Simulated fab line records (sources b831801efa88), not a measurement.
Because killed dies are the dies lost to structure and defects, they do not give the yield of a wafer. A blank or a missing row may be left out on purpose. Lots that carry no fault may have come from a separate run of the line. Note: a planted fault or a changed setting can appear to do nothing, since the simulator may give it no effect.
Which tool did it? + flow sky130 + 17 wafers from 6 lots sampled at 4 of the route's 708 steps

== WHAT EACH GAUGE READ, for each wafer ==
SKY_CONTACT_RS_MEAS_25: the measuring method here is four-point-probe.
| lot  | measured     | on            | CONTACT_W_RS (ohm/sq) |
|------|--------------|---------------|-----------------------|
| L649 | day 31 18:21 | film_metro-01 | 0.338 0.340 0.336     |
| L651 | day 32 13:27 | film_metro-01 | 0.348 0.339 0.340     |
| L660 | day 35 18:40 | film_metro-04 | 0.343 0.371           |
| L662 | day 36 09:34 | film_metro-04 | 0.330 0.332 0.332     |
| L669 | day 38 16:24 | film_metro-01 | 0.345 0.345 0.344     |
| L671 | day 39 01:07 | film_metro-02 | 0.346 0.342 0.345     |

== EACH LOT AND THE TOOL THAT RAN IT (in order: tool; ch and the chambers of the sampled wafers; start) ==
| lot  | SKY_SD_N_RTA_14                  | SKY_CONTACT_SPUTTER_23       | SKY_CONTACT_CVD_24            |
|------|----------------------------------|------------------------------|-------------------------------|
| L649 | rtp_anneal-02 ch 0, day 28 00:39 | pvd_sputter-03, day 31 18:11 | cvd_w-01 ch 0,1, day 31 18:14 |
| L651 | rtp_anneal-02 ch 0, day 28 20:57 | pvd_sputter-01, day 32 13:16 | cvd_w-01 ch 0,1, day 32 13:20 |
| L660 | rtp_anneal-01 ch 0, day 32 06:38 | pvd_sputter-03, day 35 18:26 | cvd_w-01 ch 0,1, day 35 18:32 |
| L662 | rtp_anneal-01 ch 0, day 32 21:05 | pvd_sputter-03, day 36 09:23 | cvd_w-02 ch 0,1, day 36 09:27 |
| L669 | rtp_anneal-02 ch 0, day 35 06:05 | pvd_sputter-03, day 38 16:14 | cvd_w-01 ch 1, day 38 16:17   |
| L671 | rtp_anneal-02 ch 0, day 35 13:46 | pvd_sputter-02, day 39 00:56 | cvd_w-01 ch 0,1, day 39 01:00 |
- SKY_SD_N_RTA_14: time 2 s.
- SKY_CONTACT_SPUTTER_23: material TiN, target thk 20 nm, time 80 s.
- SKY_CONTACT_CVD_24: deposits W, target thk 340 nm, time 102.12 s.

== THE ANSWER, worked out from the rows above alone ==
Rule: the usual values come from the lots themselves. The widest of any qualifying gaps counts: lots, ordered by their means at a reading, are off when they make up no more than a third of the lots, leave a main group of 4 or more, and stand apart from it by 3 or more times the standard deviation of that group's means. A main group whose means are all the same, to the digits that the tables above print for the reading, isn't used. A lot without any number at a reading at which 4 lots or more have one is off too. All remaining lots with rows at the step are treated as sound.
Nothing can be told from this: no lot is off at any reading shown.

== WHAT THE SIMULATOR HAD INSERTED ==
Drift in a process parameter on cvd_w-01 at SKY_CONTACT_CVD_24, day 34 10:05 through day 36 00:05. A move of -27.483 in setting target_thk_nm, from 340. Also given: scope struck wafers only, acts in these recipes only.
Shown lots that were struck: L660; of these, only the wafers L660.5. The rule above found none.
